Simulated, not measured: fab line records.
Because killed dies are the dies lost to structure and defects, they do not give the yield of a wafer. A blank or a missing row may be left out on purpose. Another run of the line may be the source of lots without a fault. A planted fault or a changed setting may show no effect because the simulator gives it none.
Matching of chambers / flow gf180mcu / GF_POLY_GATE_ETCH_13 on rie si-01: 4 sister chambers
The step etches poly-Si in HBr/Cl2, stops on SiO2, target depth 198.5 nm, time 69.6 s. 16 wafers are shown with their chamber, then 8 later ones without.

EACH WAFER AND ITS CHAMBER
wafer=L920.1; chamber=0; drypump motor current A (A)=6.5; rf fwd power W (W)=395.1; throttle valve pct (%)=33.678
wafer=L920.3; chamber=3; drypump motor current A (A)=5.8; rf fwd power W (W)=399.9; throttle valve pct (%)=33.688
wafer=L920.5; chamber=2; drypump motor current A (A)=5.6; rf fwd power W (W)=395.5; throttle valve pct (%)=33.683
wafer=L921.2; chamber=2; drypump motor current A (A)=5.7; rf fwd power W (W)=398.4; throttle valve pct (%)=33.684
wafer=L921.3; chamber=0; drypump motor current A (A)=6.6; rf fwd power W (W)=395.3; throttle valve pct (%)=33.689
wafer=L921.6; chamber=0; drypump motor current A (A)=6.5; rf fwd power W (W)=394.5; throttle valve pct (%)=33.705
wafer=L925.3; chamber=0; drypump motor current A (A)=6.5; rf fwd power W (W)=395.6; throttle valve pct (%)=33.680
wafer=L925.5; chamber=1; drypump motor current A (A)=6.1; rf fwd power W (W)=395.6; throttle valve pct (%)=33.690
wafer=L925.6; chamber=2; drypump motor current A (A)=5.7; rf fwd power W (W)=397.4; throttle valve pct (%)=33.683
wafer=L931.1; chamber=0; drypump motor current A (A)=6.5; rf fwd power W (W)=396.5; throttle valve pct (%)=33.687
wafer=L931.4; chamber=1; drypump motor current A (A)=6.1; rf fwd power W (W)=397.1; throttle valve pct (%)=33.697
wafer=L931.6; chamber=0; drypump motor current A (A)=6.5; rf fwd power W (W)=393.9; throttle valve pct (%)=33.679
wafer=L939.2; chamber=2; drypump motor current A (A)=5.6; rf fwd power W (W)=397.9; throttle valve pct (%)=33.686
wafer=L939.3; chamber=0; drypump motor current A (A)=6.5; rf fwd power W (W)=395.6; throttle valve pct (%)=33.671
wafer=L939.6; chamber=3; drypump motor current A (A)=5.8; rf fwd power W (W)=396.4; throttle valve pct (%)=33.681
wafer=L940.1; chamber=1; drypump motor current A (A)=6.1; rf fwd power W (W)=397.6; throttle valve pct (%)=33.693

SIGNATURES, as means of the wafers listed above
reading=drypump motor current A; chamber 0=6.514; chamber 1=6.100; chamber 2=5.650; chamber 3=5.800; scatter within a chamber=0.0393
reading=rf fwd power W; chamber 0=395.214; chamber 1=396.767; chamber 2=397.300; chamber 3=398.150; scatter within a chamber=1.2
reading=throttle valve pct; chamber 0=33.68414; chamber 1=33.69333; chamber 2=33.68400; chamber 3=33.68450; scatter within a chamber=0.00804
Rule: a wafer's distance from a chamber is the root of the sum, over the readings, of the square of ((its reading less the chamber's mean) divided by the reading's scatter). If the next closest chamber is less than 2 further off than the closest, the wafer can't be placed; otherwise it belongs to the closest. The scatter: take each reading less its chamber's mean, square it, sum over the shown wafers, divide by the number of wafers less the number of chambers, and take the root.

WAFERS WITH NO CHAMBER GIVEN
wafer=L940.3; drypump motor current A (A)=5.6; rf fwd power W (W)=397.8; throttle valve pct (%)=33.670
wafer=L940.5; drypump motor current A (A)=5.8; rf fwd power W (W)=397.1; throttle valve pct (%)=33.680
wafer=L942.1; drypump motor current A (A)=6.1; rf fwd power W (W)=398.3; throttle valve pct (%)=33.702
wafer=L942.3; drypump motor current A (A)=5.6; rf fwd power W (W)=399.0; throttle valve pct (%)=33.679
wafer=L942.5; drypump motor current A (A)=5.6; rf fwd power W (W)=396.7; throttle valve pct (%)=33.682
wafer=L943.2; drypump motor current A (A)=5.7; rf fwd power W (W)=397.1; throttle valve pct (%)=33.690
wafer=L943.3; drypump motor current A (A)=6.1; rf fwd power W (W)=400.6; throttle valve pct (%)=33.679
wafer=L943.5; drypump motor current A (A)=6.1; rf fwd power W (W)=398.8; throttle valve pct (%)=33.684

THE CHAMBER EACH PASSED THROUGH
wafer=L940.3; from the rows above=2; in truth=2
wafer=L940.5; from the rows above=3; in truth=3
wafer=L942.1; from the rows above=1; in truth=1
wafer=L942.3; from the rows above=2; in truth=2
wafer=L942.5; from the rows above=2; in truth=2
wafer=L943.2; from the rows above=can't be placed: 2 or 3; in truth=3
wafer=L943.3; from the rows above=1; in truth=1
wafer=L943.5; from the rows above=1; in truth=1
Correct placement for 7 of the 8. Unplaceable from these rows: 1, with the true chamber sitting among the candidates in 1. Wrongly placed: 0.
